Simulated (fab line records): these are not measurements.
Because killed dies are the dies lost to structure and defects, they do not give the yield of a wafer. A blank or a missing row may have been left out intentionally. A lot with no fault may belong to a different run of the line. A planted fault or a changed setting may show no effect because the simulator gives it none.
Matching of chambers ; flow sky130 ; cmp-02 running SKY_CONTACT_CMP_04: 4 sister chambers
The step polishes SiO2. 18 wafers are shown with their chamber, then 9 later ones without.

## WAFERS, EACH WITH ITS CHAMBER
wafer;chamber;motorCurrentA (A);timeToEndpointS (s)
L827.1;0;11.2;83
L827.5;3;12.0;86
L827.6;0;11.2;86
L832.1;2;10.6;84
L832.2;1;11.5;79
L832.6;1;11.7;83
L833.1;0;11.2;85
L833.2;3;11.4;90
L833.5;0;10.8;88
L835.1;3;11.5;85
L835.2;1;11.6;88
L835.6;1;11.6;86
L839.1;0;11.1;86
L839.3;3;11.6;84
L839.4;2;11.4;85
L840.3;2;10.9;78
L840.4;1;11.6;80
L840.6;1;11.1;81

SIGNATURES (means of the wafers above)
reading;chamber 0;chamber 1;chamber 2;chamber 3;scatter within a chamber
motorCurrentA;11.100;11.517;10.967;11.625;0.251
timeToEndpointS;85.60;82.83;82.33;86.25;2.99
Rule: distance of a wafer from a chamber = root of the sum over the readings of ((wafer's reading minus chamber's mean) / reading's scatter) squared. The wafer belongs to the nearest chamber; if the next one is less than 2 further off, it can't be placed. The scatter: the root of (the sum of the squares of (reading less its chamber's mean) over the shown wafers, divided by (wafers less chambers)).

## WAFERS WITH NO CHAMBER GIVEN
wafer;motorCurrentA (A);timeToEndpointS (s)
L841.1;10.9;85
L841.4;12.1;84
L841.5;11.7;83
L846.1;11.7;81
L846.3;11.5;74
L846.6;10.9;81
L847.1;10.9;83
L847.3;11.9;83
L847.6;10.8;83

## WHICH CHAMBER EACH WENT THROUGH
wafer;from the rows above;in truth
L841.1;can't be placed: 0 or 2 or 1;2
L841.4;can't be placed: 3 or 1 or 0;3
L841.5;can't be placed: 1 or 3 or 0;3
L846.1;can't be placed: 1 or 3 or 0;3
L846.3;can't be placed: 1 or 2 or 3 or 0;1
L846.6;can't be placed: 2 or 0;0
L847.1;can't be placed: 2 or 0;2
L847.3;can't be placed: 1 or 3 or 0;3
L847.6;can't be placed: 2 or 0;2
0 of 9 placed correctly. Unplaceable from these rows: 9, with the true chamber sitting among the candidates in 9. Placed wrongly: 0.
